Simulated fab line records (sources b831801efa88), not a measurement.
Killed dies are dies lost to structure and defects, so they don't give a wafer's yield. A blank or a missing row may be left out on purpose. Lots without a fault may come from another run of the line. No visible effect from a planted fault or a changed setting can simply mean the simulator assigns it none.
The tool behind it: which one? / flow sky130 / Sampling: 11 lots, 33 wafers, 2 of 708 route steps

== WHAT THE GAUGES READ, wafer by wafer ==
SKY_FIELD_ISO_THK_MEAS_23. Usual: FIELD_ISO_OXIDATION_01_THK gives 10.08 nm (standard deviation 0.2).
lot=L437; measured=day 2 07:05; on=film-metro-02; FIELD_ISO_OXIDATION_01_THK (nm)=10.10 9.99 9.89; flag=
lot=L438; measured=day 2 11:25; on=film-metro-04; FIELD_ISO_OXIDATION_01_THK (nm)=10.39 10.37 10.20; flag=
lot=L439; measured=day 2 19:25; on=film-metro-04; FIELD_ISO_OXIDATION_01_THK (nm)=10.15 10.18 10.07; flag=
lot=L440; measured=day 2 23:26; on=film-metro-04; FIELD_ISO_OXIDATION_01_THK (nm)=10.33 10.06 10.23; flag=
lot=L441; measured=day 3 04:52; on=film-metro-02; FIELD_ISO_OXIDATION_01_THK (nm)=9.88 9.99 10.07; flag=
lot=L448; measured=day 4 15:50; on=film-metro-02; FIELD_ISO_OXIDATION_01_THK (nm)=10.16 10.08 10.07; flag=
lot=L449; measured=day 4 21:04; on=film-metro-04; FIELD_ISO_OXIDATION_01_THK (nm)=10.05 9.93 10.34; flag=
lot=L455; measured=day 6 02:51; on=film-metro-03; FIELD_ISO_OXIDATION_01_THK (nm)=10.32 10.51 10.21; flag=
lot=L457; measured=day 6 14:19; on=film-metro-02; FIELD_ISO_OXIDATION_01_THK (nm)=10.08 10.04 9.79; flag=
lot=L459; measured=day 7 00:29; on=film-metro-02; FIELD_ISO_OXIDATION_01_THK (nm)=10.19 10.00 10.13; flag=
lot=L460; measured=day 7 08:11; on=film-metro-04; FIELD_ISO_OXIDATION_01_THK (nm)=10.25 10.14 10.19; flag=

== TOOL THAT RAN EACH LOT (tool first, then ch and the chambers of the sampled wafers, then the start) ==
lot=L437; SKY_FIELD_ISO_ETCH_17=rie-si-02 ch 0,1, day 2 05:34
lot=L438; SKY_FIELD_ISO_ETCH_17=rie-si-01 ch 2,3, day 2 09:50
lot=L439; SKY_FIELD_ISO_ETCH_17=rie-si-01 ch 0,1,3, day 2 16:05
lot=L440; SKY_FIELD_ISO_ETCH_17=rie-si-02 ch 0,1,2, day 2 20:26
lot=L441; SKY_FIELD_ISO_ETCH_17=rie-si-01 ch 2,3, day 3 02:08
lot=L448; SKY_FIELD_ISO_ETCH_17=rie-si-02 ch 1,2, day 4 13:58
lot=L449; SKY_FIELD_ISO_ETCH_17=rie-si-01 ch 0,1,3, day 4 18:25
lot=L455; SKY_FIELD_ISO_ETCH_17=rie-si-02 ch 1,3, day 6 01:20
lot=L457; SKY_FIELD_ISO_ETCH_17=rie-si-02 ch 0,2,3, day 6 12:38
lot=L459; SKY_FIELD_ISO_ETCH_17=rie-si-01 ch 0,1,2, day 6 22:58
lot=L460; SKY_FIELD_ISO_ETCH_17=rie-si-02 ch 0,1,3, day 7 04:08
- SKY_FIELD_ISO_ETCH_17: etches Si in HBr/Cl2/O2, target depth 342 nm, time 97.7 s.

== WHAT THE TOOLS THEMSELVES READ (means of the sampled wafers that have a number; where no wafer has one, the mark that the record gives instead) ==
SKY_FIELD_ISO_ETCH_17. Usual: drypump-motor-current-A 5.48 A, standard deviation 0.3; oes-product-au 1.001 a.u., standard deviation 0.0074; throttle-valve-pct 25.656 %, standard deviation 0.0096.
lot=L437; tool=rie-si-02; drypump-motor-current-A (A)=5.33; oes-product-au (a.u.)=1.006; throttle-valve-pct (%)=25.652; flag=
lot=L438; tool=rie-si-01; drypump-motor-current-A (A)=5.21; oes-product-au (a.u.)=0.993; throttle-valve-pct (%)=25.653; flag=
lot=L439; tool=rie-si-01; drypump-motor-current-A (A)=5.69; oes-product-au (a.u.)=0.997; throttle-valve-pct (%)=25.662; flag=
lot=L440; tool=rie-si-02; drypump-motor-current-A (A)=5.30; oes-product-au (a.u.)=0.993; throttle-valve-pct (%)=25.669; flag=
lot=L441; tool=rie-si-01; drypump-motor-current-A (A)=5.26; oes-product-au (a.u.)=0.995; throttle-valve-pct (%)=25.664; flag=
lot=L448; tool=rie-si-02; drypump-motor-current-A (A)=5.27; oes-product-au (a.u.)=1.004; throttle-valve-pct (%)=25.650; flag=
lot=L449; tool=rie-si-01; drypump-motor-current-A (A)=5.69; oes-product-au (a.u.)=0.997; throttle-valve-pct (%)=25.661; flag=
lot=L455; tool=rie-si-02; drypump-motor-current-A (A)=5.42; oes-product-au (a.u.)=1.002; throttle-valve-pct (%)=25.661; flag=
lot=L457; tool=rie-si-02; drypump-motor-current-A (A)=5.45; oes-product-au (a.u.)=1.004; throttle-valve-pct (%)=25.652; flag=
lot=L459; tool=rie-si-01; drypump-motor-current-A (A)=5.73; oes-product-au (a.u.)=1.004; throttle-valve-pct (%)=25.655; flag=
lot=L460; tool=rie-si-02; drypump-motor-current-A (A)=5.47; oes-product-au (a.u.)=1.008; throttle-valve-pct (%)=25.651; flag=

== THE ANSWER, worked out from the rows above alone ==
Rule: a lot counts as off when the mean over its wafers that have a number is more than 3 standard deviations away from the usual mean. A lot without any number at a reading at which 4 lots or more have one is off too. The other lots that the step has rows for count as sound. First the gauges in route order, then the tools' own readings, where a lot's mean is used as printed above. At the first step where some lot is off, the reading lying furthest off is the one used; lots without a number count as furthest.
None of the lots is off at any reading shown; this tells nothing.

== WHAT THE SIMULATOR HAD PUT IN ==
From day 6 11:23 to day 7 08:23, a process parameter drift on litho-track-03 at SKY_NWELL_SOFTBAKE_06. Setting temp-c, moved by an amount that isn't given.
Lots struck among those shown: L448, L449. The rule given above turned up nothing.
